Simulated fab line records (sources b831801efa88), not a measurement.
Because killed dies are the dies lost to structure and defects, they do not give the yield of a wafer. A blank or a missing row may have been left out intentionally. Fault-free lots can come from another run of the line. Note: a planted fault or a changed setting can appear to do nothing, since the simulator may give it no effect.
Tool commonality check || flow gf180mcu || 42 wafers sampled across 12 lots

== WHY IT WAS OPENED ==
2 of 12 lots carry a flag on the reading V1_CVD_00_THK at GF_V1_THK_MEAS_01. No-fault wafers: 600 nm, standard deviation 7.1.
Rule: a lot is flagged in two cases, either no wafer of it has a number, or all its wafers with numbers fall more than 4 standard deviations from that mean. As for the other lots, they are considered sound.

{"lot": "L833", "measured": "day 17 06:39", "on": "film_metro-04", "V1_CVD_00_THK (nm), wafer by wafer": "616 604 618", "flag": ""}
{"lot": "L835", "measured": "day 18 05:31", "on": "film_metro-02", "V1_CVD_00_THK (nm), wafer by wafer": "609 603 611", "flag": ""}
{"lot": "L837", "measured": "day 18 20:21", "on": "film_metro-04", "V1_CVD_00_THK (nm), wafer by wafer": "607 592 601", "flag": ""}
{"lot": "L838", "measured": "day 19 13:34", "on": "film_metro-01", "V1_CVD_00_THK (nm), wafer by wafer": "604 605 604", "flag": ""}
{"lot": "L839", "measured": "day 19 18:39", "on": "film_metro-04", "V1_CVD_00_THK (nm), wafer by wafer": "598 587 605", "flag": ""}
{"lot": "L840", "measured": "day 20 01:31", "on": "film_metro-02", "V1_CVD_00_THK (nm), wafer by wafer": "589 596 590", "flag": ""}
{"lot": "L841", "measured": "day 20 06:47", "on": "film_metro-01", "V1_CVD_00_THK (nm), wafer by wafer": "595 603 601", "flag": ""}
{"lot": "L842", "measured": "day 20 22:20", "on": "film_metro-04", "V1_CVD_00_THK (nm), wafer by wafer": "611 599 611", "flag": ""}
{"lot": "L843", "measured": "day 21 02:32", "on": "film_metro-04", "V1_CVD_00_THK (nm), wafer by wafer": "597 593 607", "flag": ""}
{"lot": "L844", "measured": "day 21 12:23", "on": "film_metro-01", "V1_CVD_00_THK (nm), wafer by wafer": "593 597 600", "flag": ""}
{"lot": "L850", "measured": "day 23 14:09", "on": "film_metro-04", "V1_CVD_00_THK (nm), wafer by wafer": "295 302 300 295 302 300", "flag": "FLAGGED"}
{"lot": "L851", "measured": "day 23 22:11", "on": "film_metro-01", "V1_CVD_00_THK (nm), wafer by wafer": "294 297 303 294 297 303", "flag": "FLAGGED"}
Average over the flagged lots: 298 nm; offset from the usual -302 nm, equal to -42 standard deviations.

== TOOL THAT RAN EACH LOT ==
The record holds 4 process steps before the reading, out of a route of 602 steps. Each cell gives the tool, then ch followed by the chambers the sampled wafers passed through, then the start.
{"lot": "L833", "flag": "", "GF_CONTACT_SPUTTER_22": "pvd_sputter-03, day 16 06:14", "GF_M1_SPUTTER_00": "pvd_sputter-04, day 16 06:55", "GF_M1_METAL_ETCH_16": "rie_metal-02 ch 0,1, day 17 05:55", "GF_V1_CVD_00": "hdpcvd-01 ch 1,2, day 17 06:34"}
{"lot": "L835", "flag": "", "GF_CONTACT_SPUTTER_22": "pvd_sputter-03, day 17 04:28", "GF_M1_SPUTTER_00": "pvd_sputter-01, day 17 05:09", "GF_M1_METAL_ETCH_16": "rie_metal-01 ch 0,1, day 18 04:46", "GF_V1_CVD_00": "hdpcvd-01 ch 0,2, day 18 05:25"}
{"lot": "L837", "flag": "", "GF_CONTACT_SPUTTER_22": "pvd_sputter-02, day 17 18:28", "GF_M1_SPUTTER_00": "pvd_sputter-04, day 17 19:09", "GF_M1_METAL_ETCH_16": "rie_metal-02 ch 0,1, day 18 19:33", "GF_V1_CVD_00": "hdpcvd-01 ch 0,1,2, day 18 20:16"}
{"lot": "L838", "flag": "", "GF_CONTACT_SPUTTER_22": "pvd_sputter-01, day 18 11:04", "GF_M1_SPUTTER_00": "pvd_sputter-04, day 18 11:45", "GF_M1_METAL_ETCH_16": "rie_metal-01 ch 0,1, day 19 12:50", "GF_V1_CVD_00": "hdpcvd-01 ch 0,1, day 19 13:29"}
{"lot": "L839", "flag": "", "GF_CONTACT_SPUTTER_22": "pvd_sputter-01, day 18 16:23", "GF_M1_SPUTTER_00": "pvd_sputter-03, day 18 17:05", "GF_M1_METAL_ETCH_16": "rie_metal-02 ch 0,1, day 19 17:54", "GF_V1_CVD_00": "hdpcvd-01 ch 0,1,2, day 19 18:35"}
{"lot": "L840", "flag": "", "GF_CONTACT_SPUTTER_22": "pvd_sputter-03, day 18 23:04", "GF_M1_SPUTTER_00": "pvd_sputter-01, day 18 23:45", "GF_M1_METAL_ETCH_16": "rie_metal-02 ch 0,1, day 20 00:46", "GF_V1_CVD_00": "hdpcvd-02 ch 0,2, day 20 01:26"}
{"lot": "L841", "flag": "", "GF_CONTACT_SPUTTER_22": "pvd_sputter-02, day 19 04:07", "GF_M1_SPUTTER_00": "pvd_sputter-03, day 19 04:47", "GF_M1_METAL_ETCH_16": "rie_metal-03 ch 0, day 20 05:37", "GF_V1_CVD_00": "hdpcvd-01 ch 0,2, day 20 06:40"}
{"lot": "L842", "flag": "", "GF_CONTACT_SPUTTER_22": "pvd_sputter-02, day 19 19:56", "GF_M1_SPUTTER_00": "pvd_sputter-01, day 19 20:37", "GF_M1_METAL_ETCH_16": "rie_metal-03 ch 0, day 20 21:29", "GF_V1_CVD_00": "hdpcvd-01 ch 1,2, day 20 22:16"}
{"lot": "L843", "flag": "", "GF_CONTACT_SPUTTER_22": "pvd_sputter-01, day 20 00:16", "GF_M1_SPUTTER_00": "pvd_sputter-04, day 20 00:57", "GF_M1_METAL_ETCH_16": "rie_metal-01 ch 0,1, day 21 01:49", "GF_V1_CVD_00": "hdpcvd-02 ch 0,1,2, day 21 02:27"}
{"lot": "L844", "flag": "", "GF_CONTACT_SPUTTER_22": "pvd_sputter-02, day 20 09:55", "GF_M1_SPUTTER_00": "pvd_sputter-01, day 20 10:36", "GF_M1_METAL_ETCH_16": "rie_metal-03 ch 0,1, day 21 11:15", "GF_V1_CVD_00": "hdpcvd-01 ch 0,1,2, day 21 12:19"}
{"lot": "L850", "flag": "FLAGGED", "GF_CONTACT_SPUTTER_22": "pvd_sputter-03, day 22 13:16", "GF_M1_SPUTTER_00": "pvd_sputter-03, day 22 13:59", "GF_M1_METAL_ETCH_16": "rie_metal-01 ch 0,1, day 23 13:22", "GF_V1_CVD_00": "hdpcvd-01 ch 0,2, day 23 14:04"}
{"lot": "L851", "flag": "FLAGGED", "GF_CONTACT_SPUTTER_22": "pvd_sputter-02, day 22 21:11", "GF_M1_SPUTTER_00": "pvd_sputter-03, day 22 21:52", "GF_M1_METAL_ETCH_16": "rie_metal-02 ch 1, day 23 21:02", "GF_V1_CVD_00": "hdpcvd-01 ch 0,2, day 23 22:05"}
These steps, and what they do:
- GF_CONTACT_SPUTTER_22: material Ti, target thk 15 nm, time 80.02 s.
- GF_M1_SPUTTER_00: material Ti, target thk 37.5 nm, time 150 s.
- GF_M1_METAL_ETCH_16: etches the open film in Cl2/BCl3, stops on SiO2, target depth 750.8 nm, time 125.1 s.
- GF_V1_CVD_00: deposits SiO2, target thk 600 nm, time 100 s.
- GF_V1_THK_MEAS_01

== FLAGGED AGAINST TOTAL, ONE TOOL AT A TIME (gauges that did the reading follow at the end) ==
{"step": "GF_CONTACT_SPUTTER_22", "tool": "pvd_sputter-01", "lots run": 3, "flagged": 0, "share of the flagged lots": "none", "sound lots run after its first flagged lot": "-"}
{"step": "GF_CONTACT_SPUTTER_22", "tool": "pvd_sputter-02", "lots run": 5, "flagged": 1, "share of the flagged lots": "some", "sound lots run after its first flagged lot": 0}
{"step": "GF_CONTACT_SPUTTER_22", "tool": "pvd_sputter-03", "lots run": 4, "flagged": 1, "share of the flagged lots": "some", "sound lots run after its first flagged lot": 0}
{"step": "GF_M1_SPUTTER_00", "tool": "pvd_sputter-01", "lots run": 4, "flagged": 0, "share of the flagged lots": "none", "sound lots run after its first flagged lot": "-"}
{"step": "GF_M1_SPUTTER_00", "tool": "pvd_sputter-03", "lots run": 4, "flagged": 2, "share of the flagged lots": "all", "sound lots run after its first flagged lot": 0}
{"step": "GF_M1_SPUTTER_00", "tool": "pvd_sputter-04", "lots run": 4, "flagged": 0, "share of the flagged lots": "none", "sound lots run after its first flagged lot": "-"}
{"step": "GF_M1_METAL_ETCH_16", "tool": "rie_metal-01", "lots run": 4, "flagged": 1, "share of the flagged lots": "some", "sound lots run after its first flagged lot": 0}
{"step": "GF_M1_METAL_ETCH_16", "tool": "rie_metal-02", "lots run": 5, "flagged": 1, "share of the flagged lots": "some", "sound lots run after its first flagged lot": 0}
{"step": "GF_M1_METAL_ETCH_16", "tool": "rie_metal-03", "lots run": 3, "flagged": 0, "share of the flagged lots": "none", "sound lots run after its first flagged lot": "-"}
{"step": "GF_V1_CVD_00", "tool": "hdpcvd-01", "lots run": 10, "flagged": 2, "share of the flagged lots": "all", "sound lots run after its first flagged lot": 0}
{"step": "GF_V1_CVD_00", "tool": "hdpcvd-02", "lots run": 2, "flagged": 0, "share of the flagged lots": "none", "sound lots run after its first flagged lot": "-"}
{"step": "GF_V1_THK_MEAS_01", "tool": "film_metro-01", "lots run": 4, "flagged": 1, "share of the flagged lots": "some", "sound lots run after its first flagged lot": 0}
{"step": "GF_V1_THK_MEAS_01", "tool": "film_metro-02", "lots run": 2, "flagged": 0, "share of the flagged lots": "none", "sound lots run after its first flagged lot": "-"}
{"step": "GF_V1_THK_MEAS_01", "tool": "film_metro-04", "lots run": 6, "flagged": 1, "share of the flagged lots": "some", "sound lots run after its first flagged lot": 0}

== WHAT THE TABLE ALLOWS ==
Rows of the table that ran all the flagged lots, 2 in number: pvd_sputter-03 at GF_M1_SPUTTER_00; hdpcvd-01 at GF_V1_CVD_00.
- pvd_sputter-03 at GF_M1_SPUTTER_00 ran 4 lots, 2 of them flagged. A fault beginning between L841 (day 19 04:47), its last sound lot, and L850 (day 22 13:59), its first flagged one, fits the data.
- hdpcvd-01 at GF_V1_CVD_00 ran 10 lots, 2 of them flagged. A fault beginning between L844 (day 21 12:19), its last sound lot, and L850 (day 23 14:04), its first flagged one, fits the data. Its own readings (sih4_flow_sccm) fall more than 4 standard deviations out on all wafers of the flagged lots.
Because each of these 2 tools fits a fault that began at some hour, counting lots does not separate them. More lots, or a look at what each step does to the wafer, might.

== WHAT THE SIMULATOR PUT IN ==
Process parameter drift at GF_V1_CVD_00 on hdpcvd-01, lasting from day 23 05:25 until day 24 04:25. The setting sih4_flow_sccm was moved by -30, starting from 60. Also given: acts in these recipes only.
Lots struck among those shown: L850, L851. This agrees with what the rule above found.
